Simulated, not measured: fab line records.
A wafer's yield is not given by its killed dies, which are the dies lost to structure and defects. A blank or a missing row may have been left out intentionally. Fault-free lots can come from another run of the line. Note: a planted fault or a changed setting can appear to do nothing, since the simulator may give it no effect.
Chamber matching ; flow sky130 ; 4 sister chambers for SKY_VIA2_CMP_02 on cmp-02
The step polishes SiO2. 8 wafers are shown with their chamber, then 12 later ones without.

WAFERS, EACH WITH ITS CHAMBER
wafer;chamber;motor-current-A (A)
L078.5;2;11.4
L082.5;1;12.7
L085.1;2;11.6
L085.2;1;12.8
L086.6;0;10.7
L091.3;3;12.2
L091.5;3;12.3
L091.6;0;10.8

WAFERS MISSING THEIR CHAMBER
wafer;motor-current-A (A)
L092.3;13.1
L092.4;11.8
L092.6;10.9
L094.1;11.6
L094.2;11.7
L094.3;12.9
L095.1;12.3
L095.3;13.0
L095.6;10.4
L096.1;12.2
L096.3;10.3
L096.4;11.0

CHAMBER TAKEN BY EACH
wafer;from the rows above;in truth
L092.3;1;1
L092.4;can't be placed: 2 or 3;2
L092.6;0;0
L094.1;2;2
L094.2;2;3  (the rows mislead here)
L094.3;1;1
L095.1;3;3
L095.3;1;1
L095.6;0;0
L096.1;3;3
L096.3;0;0
L096.4;0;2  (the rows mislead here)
9 of 12 placed correctly. Can't be placed from these rows: 1 (the true chamber is among the candidates in 1). Placed wrongly: 2.
How it was worked out, from the rows above alone: a wafer's distance from a chamber is the root of the sum, over the readings, of the square of ((its reading less the chamber's mean) divided by the reading's scatter). The wafer belongs to the nearest chamber; if the next one is less than 2 further off, it can't be placed. Each chamber's mean is taken over the wafers shown for it. The scatter: the root of (the sum of the squares of (reading less its chamber's mean) over the shown wafers, divided by (wafers less chambers)).
